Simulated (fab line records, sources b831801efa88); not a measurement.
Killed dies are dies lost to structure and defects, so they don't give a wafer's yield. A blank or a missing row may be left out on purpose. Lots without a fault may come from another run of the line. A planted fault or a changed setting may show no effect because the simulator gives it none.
fab line records | flow sky130
record lots=6 wafers=18 last_day=49
route steps=708 shown METAL2@490
lots that met no fault: from a run of the same line without faults
start_h: hours from the record's first day to the start of the lot's first wafer shown | wait_h: hours since the lot's step before | " the same as in the row above | L1.1+2: a row that stands for several wafers | - no value, or no start given | * or withheld: withheld | < > ~ a bound
route shown NAME@n: a module of which the file shows steps, and the number in the route of the first | usual: mean/standard deviation of fault-free wafers | same: alike in all rows | chamber/n: place in a boat | sites: the reading at each site | _std_site: their standard deviation | _edge_site: outer sites' mean less inner sites' | radius_mm: how far each site lies from the wafer's centre | mask NAME#n: copy n | behind: the tool/chamber that last shaped the wafer | hold: why the lot was held/for how many hours/how that ended | device: the transistor (n, p or np) that didn't switch | end of line: the same wafers' tests at the end of the route | a step without rows: its recipe alone | killed: dies lost to structure and defects at the first sort, not the wafer's yield | map: a wafer's dies, x killed, . not, _ none there
set.NAME: the setting as run; set.NAME@STEP: as run at that earlier step | model.NAME: the simulator's own value behind a step, which no gauge read
lots at some steps of the route; a table a step, a row a wafer
services: from which hour (start_h, from the record's first day; less than 0 if before it) a tool's chamber was out of use, for how many hours, and why
## steps
# step SKY_METAL2_DEHYDRATE_07
# recipe temp_c=200 time_s=60
# step SKY_METAL2_HMDS_08
# recipe prime_time_s=60 prime_temp_c=120
# step SKY_METAL2_COAT_09
# recipe resist=BARC temp_c=withheld time_s=withheld spin_rpm=3000 resist_thk_nm=60
# step SKY_METAL2_COAT_10
# recipe resist=KrF-thick spin_rpm=3000 resist_thk_nm=450
# step SKY_METAL2_SOFTBAKE_11
# recipe temp_c=100 time_s=90 resist=KrF-thick
# step SKY_METAL2_EXPOSE_12
# recipe mask_id=MM2 na=0.8 source_shape=annular sigma_inner=0.55 sigma_outer=0.85 target_cd_nm=140 dose_mj=28
# step SKY_METAL2_PEB_13
# recipe peb_temp_c=withheld peb_time_s=withheld resist=KrF-thick
# step SKY_METAL2_DEVELOP_14
# recipe develop_time_s=60 resist=KrF-thick dev_temp_c=21
# step SKY_METAL2_CD_MEAS_15
# recipe target_cd_nm=140
# usual cd_nm=139.5/1.3
# columns lot.wafer tool chamber start_h wait_h cd_nm
L856.3 cd_sem-02 - 870.31 - 139.1
L856.5 " - " " 140.4
L856.6 " - " " 138.8
L857.1 cd_sem-02 - 871.56 - 139.7
L857.4 " - " " 140.2
L857.5 " - " " 139.0
L862.1 cd_sem-02 - 899.22 - 141.6
L862.4 " - " " 142.4
L862.5 " - " " 140.7
L863.1 cd_sem-02 - 908.01 - 139.3
L863.4 " - " " 140.0
L863.5 " - " " 138.9
L869.1 cd_sem-01 - 954.86 - 139.4
L869.5 " - " " 138.2
L869.6 " - " " 138.4
L870.1 cd_sem-02 - 957.17 - 139.3
L870.5 " - " " 139.8
L870.6 " - " " 140.5
# step SKY_METAL2_OVL_MEAS_16
# usual METAL2_OVL=0/4.9
# columns lot.wafer tool chamber start_h wait_h METAL2_OVL[nm]
L856.3 overlay-01 - 870.40 0.1 -9
L856.5 " - " " -9
L856.6 " - " " 3
L857.1 overlay-02 - 871.68 0.1 0
L857.4 " - " " 3
L857.5 " - " " -2
L862.1 overlay-02 - 899.34 0.1 0
L862.4 " - " " 0
L862.5 " - " " -7
L863.1 overlay-01 - 908.13 0.1 -6
L863.4 " - " " 0
L863.5 " - " " -9
L869.1 overlay-01 - 954.98 0.1 -3
L869.5 " - " " -1
L869.6 " - " " 7
L870.1 overlay-02 - 957.29 0.1 -3
L870.5 " - " " 0
L870.6 " - " " -3
# step SKY_METAL2_DESCUM_17
# recipe chemistry=O2 source_power_w=150 bias_power_w=0 pressure_mtorr=10 temp_c=40 time_s=8
# usual drypump_motor_current_A=5.9/0.52 he_backside_leak_sccm=3.27/0.28 oes_product_au=0.989/0.0086
# columns lot.wafer tool chamber start_h wait_h drypump_motor_current_A he_backside_leak_sccm oes_product_au rf_hours_counter_h
L856.3 rie_metal-03 0 870.43 0.0 5.9 3.13 0.986 -
L856.5 " 1 " " 6.7 3.30 0.980 -
L856.6 " 0 " " 5.9 3.25 0.995 -
L857.1 rie_metal-01 0 871.72 0.0 5.7 3.25 0.996 3
L857.4 " 1 " " 6.4 3.33 1.001 -
L857.5 " 1 " " 6.4 3.30 0.990 -
L862.1 rie_metal-01 0 899.38 0.0 5.7 3.34 1.006 5
L862.4 " 1 " " 6.4 3.23 0.990 -
L862.5 " 1 " " 6.4 3.32 0.986 -
L863.1 rie_metal-04 0 908.17 0.0 5.1 3.10 0.987 13
L863.4 " 0 " " 5.1 3.13 0.994 -
L863.5 " 0 " " 5.1 3.15 0.988 -
L869.1 rie_metal-01 1 955.02 0.0 6.3 3.31 0.983 19
L869.5 " 0 " " 5.7 3.22 0.987 -
L869.6 " 1 " " 6.3 3.21 0.980 -
L870.1 rie_metal-03 0 957.32 0.0 5.9 3.16 0.989 8
L870.5 " 0 " " 5.9 3.14 0.990 -
L870.6 " 1 " " 6.7 3.30 0.990 -
# step SKY_METAL2_ETCH_18
# recipe chemistry=N2/H2 target=BARC ion_energy_ev=200 bias_w=100 pressure_mtorr=30 n2_flow_sccm=100 h2_flow_sccm=200 icp_w=500 stop_on=SiO2 time_s=45.9 target_depth_a=600
# usual drypump_motor_current_A=5.9/0.52 he_backside_leak_sccm=3.24/0.18 oes_product_au=0.855/0.0049 throttle_valve_pct=13.225/0.0092
# columns lot.wafer tool chamber start_h wait_h drypump_motor_current_A he_backside_leak_sccm oes_product_au rf_hours_counter_h throttle_valve_pct
L856.3 rie_metal-03 0 870.47 0.0 5.9 3.21 0.863 - 13.223
L856.5 " 1 " " 6.7 3.40 0.861 - 13.239
L856.6 " 0 " " 5.9 3.04 0.858 - 13.228
L857.1 rie_metal-01 0 871.75 0.0 5.7 3.07 0.857 3 13.224
L857.4 " 1 " " 6.4 3.18 0.858 - 13.237
L857.5 " 1 " " 6.4 3.19 0.851 - 13.245
L862.1 rie_metal-01 0 899.41 0.0 5.7 3.43 0.854 5 13.239
L862.4 " 1 " " 6.4 3.38 0.858 - 13.231
L862.5 " 1 " " 6.4 3.28 0.843 - 13.228
L863.1 rie_metal-04 0 908.20 0.0 5.1 3.14 0.853 13 13.223
L863.4 " 0 " " 5.1 3.12 0.858 - 13.218
L863.5 " 0 " " 5.1 3.18 0.856 - 13.211
L869.1 rie_metal-01 1 955.05 0.0 6.4 3.21 0.853 19 13.210
L869.5 " 0 " " 5.7 3.08 0.847 - 13.215
L869.6 " 1 " " 6.3 3.23 0.856 - 13.229
L870.1 rie_metal-03 0 957.35 0.0 5.9 3.13 0.853 8 13.230
L870.5 " 0 " " 5.9 2.94 0.853 - 13.232
L870.6 " 1 " " 6.8 3.32 0.868 - 13.203
# step SKY_METAL2_METAL_ETCH_19
# recipe target_depth_a=3600 stop_on=SiO2 over_etch_frac=0.3 time_s=78 chemistry=Cl2/BCl3 resist_sidewall_deg=88 pressure_mtorr=10 icp_w=900 bias_w=48.5 Cl2_flow_sccm=60 bcl3_flow_sccm=30
# usual drypump_motor_current_A=5.9/0.52 he_backside_leak_sccm=3.27/0.26 oes_product_au=0.852/0.0064 throttle_valve_pct=22.265/0.0095
# columns lot.wafer tool chamber start_h wait_h drypump_motor_current_A he_backside_leak_sccm oes_product_au rf_hours_counter_h throttle_valve_pct model.METAL2.feature_depth_nm model.etch.depth_nm model.KrF-thick_of_METAL2_COAT_10.thk_nm
L856.3 rie_metal-03 0 870.55 0.1 5.9 3.10 0.842 - 22.273 357.7 357.7 164.8
L856.5 " 1 " " 6.7 3.20 0.850 - 22.265 357.2 357.2 168.7
L856.6 " 0 " " 5.9 3.07 0.854 - 22.268 356.6 356.6 165
L857.1 rie_metal-01 0 871.81 0.0 5.7 2.97 0.848 3 22.271 357.7 357.7 159.9
L857.4 " 1 " " 6.3 3.27 0.711 - 22.257 250.6 250.6 266.6
L857.5 " 1 " " 6.3 3.24 0.721 - 22.266 255.4 255.4 264.6
L862.1 rie_metal-01 0 899.47 0.0 5.7 3.30 0.841 5 22.263 358.5 358.5 161.2
L862.4 " 1 " " 6.3 3.39 0.715 - 22.269 253 253 269
L862.5 " 1 " " 6.4 3.22 0.706 - 22.263 252.6 252.6 267.6
L863.1 rie_metal-04 0 908.26 0.0 5.1 3.20 0.846 13 22.262 357.7 357.7 162.3
L863.4 " 0 " " 5.1 3.18 0.858 - 22.274 358.5 358.5 163.9
L863.5 " 0 " " 5.1 3.22 0.848 - 22.258 357.6 357.6 164.7
L869.1 rie_metal-01 1 955.11 0.0 6.4 3.40 0.848 19 22.252 359.4 359.4 166.2
L869.5 " 0 " " 5.7 3.02 0.846 - 22.265 355.4 355.4 162.4
L869.6 " 1 " " 6.3 3.49 0.854 - 22.265 355.3 355.3 164.5
L870.1 rie_metal-03 0 957.42 0.0 5.9 2.98 0.853 8 22.259 361.4 361.4 162.1
L870.5 " 0 " " 5.9 3.00 0.850 - 22.255 358.1 358.1 162.7
L870.6 " 1 " " 6.8 3.27 0.867 - 22.264 364.7 364.7 169.1
# step SKY_METAL2_STRIP_20
# recipe chemistry=O2/N2 power_w=1400 pressure_mtorr=1500 platen_temp_c=withheld o2_flow_sccm=3000 n2_flow_sccm=300 overash_fraction=0.5
# usual drypump_motor_current_A=5.8/0.62 o2_flow_sccm=3002/9.5 oes_product_au=0.345/0.005 strip_time_to_endpoint_s=2.75/0.038
# columns lot.wafer tool chamber start_h wait_h drypump_motor_current_A o2_flow_sccm oes_product_au rf_hours_counter_h strip_time_to_endpoint_s
L856.3 plasma_asher-04 0 870.64 0.1 6.6 2996 0.339 - 2.73
L856.5 " 0 " " 6.6 2996 0.350 - 2.81
L856.6 " 1 " " 6.7 3006 0.346 - 2.76
L857.1 plasma_asher-03 1 871.90 0.1 5.9 2998 0.339 13 2.71
L857.4 " 0 " " 4.9 3007 0.389 - 3.87
L857.5 " 1 " " 6.0 2998 0.391 - 3.84
L862.1 plasma_asher-03 0 899.56 0.1 4.9 3017 0.340 15 2.73
L862.4 " 1 " " 6.0 3002 0.393 - 3.88
L862.5 " 0 " " 4.9 3004 0.398 - 3.88
L863.1 plasma_asher-02 1 908.35 0.1 5.7 3007 0.342 47 2.73
L863.4 " 1 " " 5.7 3006 0.346 - 2.76
L863.5 " 1 " " 5.7 3012 0.348 - 2.76
L869.1 plasma_asher-03 0 955.20 0.1 4.9 3002 0.345 21 2.76
L869.5 " 0 " " 4.9 3002 0.349 - 2.72
L869.6 " 1 " " 6.0 2997 0.340 - 2.74
L870.1 plasma_asher-03 1 957.51 0.1 6.0 2987 0.342 22 2.73
L870.5 " 1 " " 6.0 2999 0.347 - 2.73
L870.6 " 0 " " 4.9 3034 0.346 - 2.82
# step SKY_METAL2_STRIP_21
# recipe chemistry=post_etch_residue_remover time_s=1200 temp_c=72.5
## services
# columns tool chamber start_h hours kind
rie_metal-04 1 890.54 - clean
rie_metal-04 1 890.54 16.0 scheduled_down
rie_metal-04 1 890.54 16.0 vent_cycle
plasma_asher-04 - 896.18 2.8 pm
plasma_asher-04 - 904.44 11.5 repair
rie_metal-03 - 910.90 0.3 repair
## key
first_sign step=SKY_METAL2_METAL_ETCH_19 reading=oes_product_au direction=down sigmas=22 usual=0.852 struck=0.713
effect step=SKY_METAL2_STRIP_20 reading=strip_time_to_endpoint_s direction=up sigmas=30 usual=* struck=*
model_effect step=SKY_METAL2_METAL_ETCH_19 value=METAL2.feature_depth_nm without=359.3 struck=252.9
met_at SKY_METAL2_METAL_ETCH_19
struck_wafers L857.4,L857.5,L862.4,L862.5
later_rows_left_out L857.4,L857.5,L862.4,L862.5
sort_left_out L857.4,L857.5,L862.4,L862.5
fault kind=process_parameter_drift tool=rie_metal-01 chamber=- onset_h=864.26 steps=SKY_METAL2_METAL_ETCH_19 channel=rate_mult offset=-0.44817 shape=step end_h=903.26 scope=struck_wafers_only
# sort_left_out: the simulated sort isn't trusted on such a fault, so these wafers' sort isn't shown, and their yield isn't known
# later_rows_left_out: the simulator's readings of these wafers behind a module that went badly wrong aren't trusted and aren't shown, but for the sort
